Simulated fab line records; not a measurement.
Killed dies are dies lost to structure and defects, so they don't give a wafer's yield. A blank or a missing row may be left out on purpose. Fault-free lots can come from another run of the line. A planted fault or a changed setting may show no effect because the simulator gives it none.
The tool behind it: which one? || flow gf180mcu || 9 lots with 27 wafers sampled at 4 steps, on a route of 602 steps

WHAT EACH GAUGE READ, for each wafer
GF_MIM_RS_MEAS_10: the measuring method here is four-point-probe.
{"lot": "L275", "measured": "day 24 10:37", "on": "filmMetro-04", "MIM_ALCU_RS (ohm/sq)": "0.1630 0.1621 0.1602"}
{"lot": "L283", "measured": "day 27 13:26", "on": "filmMetro-04", "MIM_ALCU_RS (ohm/sq)": "0.1592 0.1584 0.1577"}
{"lot": "L284", "measured": "day 27 16:28", "on": "filmMetro-04", "MIM_ALCU_RS (ohm/sq)": "0.1589 0.1606 0.1613"}
{"lot": "L286", "measured": "day 28 07:23", "on": "filmMetro-02", "MIM_ALCU_RS (ohm/sq)": "0.1597 0.1572 0.1606"}
{"lot": "L291", "measured": "day 29 23:38", "on": "filmMetro-04", "MIM_ALCU_RS (ohm/sq)": "0.1504 0.1493 0.1503"}
{"lot": "L292", "measured": "day 30 07:19", "on": "filmMetro-04", "MIM_ALCU_RS (ohm/sq)": "0.1573 0.1573 0.1584"}
{"lot": "L293", "measured": "day 30 17:41", "on": "filmMetro-02", "MIM_ALCU_RS (ohm/sq)": "0.1501 0.1501 0.1485"}
{"lot": "L294", "measured": "day 30 22:02", "on": "filmMetro-01", "MIM_ALCU_RS (ohm/sq)": "0.1602 0.1603 0.1613"}
{"lot": "L298", "measured": "day 31 20:11", "on": "filmMetro-02", "MIM_ALCU_RS (ohm/sq)": "0.1604 0.1613 0.1576"}

GF_MIM_THK_MEAS_11: measures by xrf.
{"lot": "L275", "measured": "day 24 10:43", "on": "filmMetro-04", "MIM_ALCU_THK (nm)": "196.8 197.3 199.9"}
{"lot": "L283", "measured": "day 27 13:33", "on": "filmMetro-04", "MIM_ALCU_THK (nm)": "200.4 203.4 203.0"}
{"lot": "L284", "measured": "day 27 16:34", "on": "filmMetro-04", "MIM_ALCU_THK (nm)": "200.6 199.3 198.3"}
{"lot": "L286", "measured": "day 28 07:30", "on": "filmMetro-02", "MIM_ALCU_THK (nm)": "202.8 206.9 201.6"}
{"lot": "L291", "measured": "day 29 23:45", "on": "filmMetro-04", "MIM_ALCU_THK (nm)": "213.0 214.3 212.5"}
{"lot": "L292", "measured": "day 30 07:25", "on": "filmMetro-04", "MIM_ALCU_THK (nm)": "203.2 203.4 201.6"}
{"lot": "L293", "measured": "day 30 17:47", "on": "filmMetro-02", "MIM_ALCU_THK (nm)": "216.2 215.5 217.3"}
{"lot": "L294", "measured": "day 30 22:08", "on": "filmMetro-01", "MIM_ALCU_THK (nm)": "202.1 200.7 200.6"}
{"lot": "L298", "measured": "day 31 20:19", "on": "filmMetro-02", "MIM_ALCU_THK (nm)": "202.5 201.6 204.8"}

EACH LOT AND THE TOOL THAT RAN IT (in order: tool; ch and the chambers of the sampled wafers; start)
{"lot": "L275", "GF_V2_STRIP_18": "plasmaAsher-04 ch 0,1, day 20 05:31", "GF_MIM_SPUTTER_08": "pvdSputter-02, day 24 10:32"}
{"lot": "L283", "GF_V2_STRIP_18": "plasmaAsher-04 ch 0,1, day 23 14:18", "GF_MIM_SPUTTER_08": "pvdSputter-04, day 27 13:22"}
{"lot": "L284", "GF_V2_STRIP_18": "plasmaAsher-04 ch 0,1, day 23 20:32", "GF_MIM_SPUTTER_08": "pvdSputter-02, day 27 16:22"}
{"lot": "L286", "GF_V2_STRIP_18": "plasmaAsher-03 ch 0,1, day 24 11:29", "GF_MIM_SPUTTER_08": "pvdSputter-04, day 28 07:19"}
{"lot": "L291", "GF_V2_STRIP_18": "plasmaAsher-02 ch 0,1, day 26 06:09", "GF_MIM_SPUTTER_08": "pvdSputter-02, day 29 23:31"}
{"lot": "L292", "GF_V2_STRIP_18": "plasmaAsher-04 ch 0,1, day 26 15:47", "GF_MIM_SPUTTER_08": "pvdSputter-04, day 30 07:14"}
{"lot": "L293", "GF_V2_STRIP_18": "plasmaAsher-03 ch 0,1, day 27 03:13", "GF_MIM_SPUTTER_08": "pvdSputter-02, day 30 17:36"}
{"lot": "L294", "GF_V2_STRIP_18": "plasmaAsher-04 ch 0,1, day 27 08:59", "GF_MIM_SPUTTER_08": "pvdSputter-01, day 30 21:56"}
{"lot": "L298", "GF_V2_STRIP_18": "plasmaAsher-04 ch 0,1, day 28 09:36", "GF_MIM_SPUTTER_08": "pvdSputter-01, day 31 20:08"}
- GF_V2_STRIP_18: strips in O2/N2.
- GF_MIM_SPUTTER_08: material AlCu, target thk 200 nm, time 10.6 s.

WHAT THE TOOLS THEMSELVES READ (means of the sampled wafers that have a number; where no wafer has one, the mark that the record gives instead)
GF_V2_STRIP_18.
{"lot": "L275", "tool": "plasmaAsher-04", "drypumpMotorCurrentA (A)": 6.2, "heaterPowerW (W)": 359, "oesProductAu (a.u.)": 0.586, "platenTempC (C)": 250.00}
{"lot": "L283", "tool": "plasmaAsher-04", "drypumpMotorCurrentA (A)": 6.2, "heaterPowerW (W)": 356, "oesProductAu (a.u.)": 0.587, "platenTempC (C)": 249.84}
{"lot": "L284", "tool": "plasmaAsher-04", "drypumpMotorCurrentA (A)": 6.2, "heaterPowerW (W)": 355, "oesProductAu (a.u.)": 0.595, "platenTempC (C)": 250.10}
{"lot": "L286", "tool": "plasmaAsher-03", "drypumpMotorCurrentA (A)": 5.3, "heaterPowerW (W)": 323, "oesProductAu (a.u.)": 0.594, "platenTempC (C)": 249.89}
{"lot": "L291", "tool": "plasmaAsher-02", "drypumpMotorCurrentA (A)": 5.9, "heaterPowerW (W)": 303, "oesProductAu (a.u.)": 0.589, "platenTempC (C)": 249.96}
{"lot": "L292", "tool": "plasmaAsher-04", "drypumpMotorCurrentA (A)": 6.2, "heaterPowerW (W)": 367, "oesProductAu (a.u.)": 0.594, "platenTempC (C)": 250.01}
{"lot": "L293", "tool": "plasmaAsher-03", "drypumpMotorCurrentA (A)": 5.3, "heaterPowerW (W)": 336, "oesProductAu (a.u.)": 0.598, "platenTempC (C)": 249.88}
{"lot": "L294", "tool": "plasmaAsher-04", "drypumpMotorCurrentA (A)": 6.2, "heaterPowerW (W)": 359, "oesProductAu (a.u.)": 0.593, "platenTempC (C)": 250.02}
{"lot": "L298", "tool": "plasmaAsher-04", "drypumpMotorCurrentA (A)": 6.2, "heaterPowerW (W)": 360, "oesProductAu (a.u.)": 0.594, "platenTempC (C)": 250.13}

GF_MIM_SPUTTER_08.
{"lot": "L275", "tool": "pvdSputter-02", "cathodeDcPowerW (W)": 10601, "chamberPressurePa (Pa)": 0.4000, "throttleValvePct (%)": 29.8}
{"lot": "L283", "tool": "pvdSputter-04", "cathodeDcPowerW (W)": 10597, "chamberPressurePa (Pa)": 0.3992, "throttleValvePct (%)": 29.8}
{"lot": "L284", "tool": "pvdSputter-02", "cathodeDcPowerW (W)": 10599, "chamberPressurePa (Pa)": 0.4009, "throttleValvePct (%)": 29.9}
{"lot": "L286", "tool": "pvdSputter-04", "cathodeDcPowerW (W)": 10600, "chamberPressurePa (Pa)": 0.4000, "throttleValvePct (%)": 30.8}
{"lot": "L291", "tool": "pvdSputter-02", "cathodeDcPowerW (W)": 11333, "chamberPressurePa (Pa)": 0.4001, "throttleValvePct (%)": 30.1}
{"lot": "L292", "tool": "pvdSputter-04", "cathodeDcPowerW (W)": 10600, "chamberPressurePa (Pa)": 0.3999, "throttleValvePct (%)": 30.0}
{"lot": "L293", "tool": "pvdSputter-02", "cathodeDcPowerW (W)": 11332, "chamberPressurePa (Pa)": 0.3997, "throttleValvePct (%)": 30.4}
{"lot": "L294", "tool": "pvdSputter-01", "cathodeDcPowerW (W)": 10600, "chamberPressurePa (Pa)": 0.3994, "throttleValvePct (%)": 29.8}
{"lot": "L298", "tool": "pvdSputter-01", "cathodeDcPowerW (W)": 10602, "chamberPressurePa (Pa)": 0.4003, "throttleValvePct (%)": 29.6}

THE ANSWER, worked out from the rows above alone
Rule: the usual values come from the lots themselves. The widest of any qualifying gaps counts: lots, ordered by their means at a reading, are off when they make up no more than a third of the lots, leave a main group of 4 or more, and stand apart from it by 3 or more times the standard deviation of that group's means. A main group whose means are all the same, to the digits that the tables above print for the reading, isn't used. Also off: a lot with no number at a reading for which 4 or more lots have one. Where the step has rows for the other lots, those lots are counted as sound. The gauges are gone through in route order, then the tools' own readings, and for those a lot's mean is taken as printed above. The first step at which some lot is off is used, and at that step the reading that is off furthest; a lot without a number counts as furthest.
Off: L291, L293, seen at GF_MIM_RS_MEAS_10 (MIM_ALCU_RS). For the main group the mean is 0.1597 ohm/sq and the standard deviation 0.0013.
If a tool, at a process step before that reading, ran all the lots that are off and no sound lot after the first of them, it fits. Not tried: the gauges at GF_MIM_RS_MEAS_10; whatever is off there is also off at GF_V2_STRIP_18, on other tools, and gauge error can't account for it. One candidate fits, namely pvdSputter-02 at GF_MIM_SPUTTER_08. A fault onset in the window from L284 (day 27 16:22, its last sound lot) to L291 (day 29 23:31, its first lot off) fits.
The tool's own readings at GF_MIM_SPUTTER_08 bear it out: on the lots that are off they differ by more than 5 times the standard deviation of the sound lots' means. cathodeDcPowerW reads 11332 W there against 10600 W on the sound lots.

WHAT WAS PUT IN BY THE SIMULATOR
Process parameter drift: pvdSputter-02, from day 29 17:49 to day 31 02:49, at GF_MIM_SPUTTER_08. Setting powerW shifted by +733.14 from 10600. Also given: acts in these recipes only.
Struck lots among those shown: L291, L293. The rule given above showed the same thing.
